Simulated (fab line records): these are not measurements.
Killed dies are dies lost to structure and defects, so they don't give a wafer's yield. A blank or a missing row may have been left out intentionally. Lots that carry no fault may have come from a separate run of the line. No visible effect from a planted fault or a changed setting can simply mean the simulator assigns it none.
Which tool was responsible? ; flow gf180mcu ; at 1 step of a route of 602, 6 lots with 18 wafers sampled

WHAT EACH GAUGE READ, for each wafer
GF_V4_OVL_MEAS_15.
lot;measured;on;V4_OVL (nm)
L118;day 25 04:11;overlay-02;7 2 9
L121;day 26 10:46;overlay-02;-2 -2 4
L124;day 27 04:04;overlay-01;1 -3 3
L126;day 27 18:29;overlay-01;-5 -7 -2
L128;day 28 04:13;overlay-01;3 4 -2
L136;day 30 19:25;overlay-02;7 0 -4

TOOL THAT RAN EACH LOT (tool first, then ch and the chambers of the sampled wafers, then the start)
The record holds no process step before these readings.

THE ANSWER, worked out from the rows above alone
Rule: usual is defined by the lots themselves. The widest of any qualifying gaps counts: lots, ordered by their means at a reading, are off when they make up no more than a third of the lots, leave a main group of 4 or more, and stand apart from it by 3 or more times the standard deviation of that group's means. A main group is skipped when, at the precision printed for the reading in the tables above, its means are all equal. Also off: a lot with no number at a reading for which 4 or more lots have one. Any other lot the step has rows for is counted as sound.
Nothing can be told from this: no lot is off at any reading shown.

WHAT WAS PUT IN BY THE SIMULATOR
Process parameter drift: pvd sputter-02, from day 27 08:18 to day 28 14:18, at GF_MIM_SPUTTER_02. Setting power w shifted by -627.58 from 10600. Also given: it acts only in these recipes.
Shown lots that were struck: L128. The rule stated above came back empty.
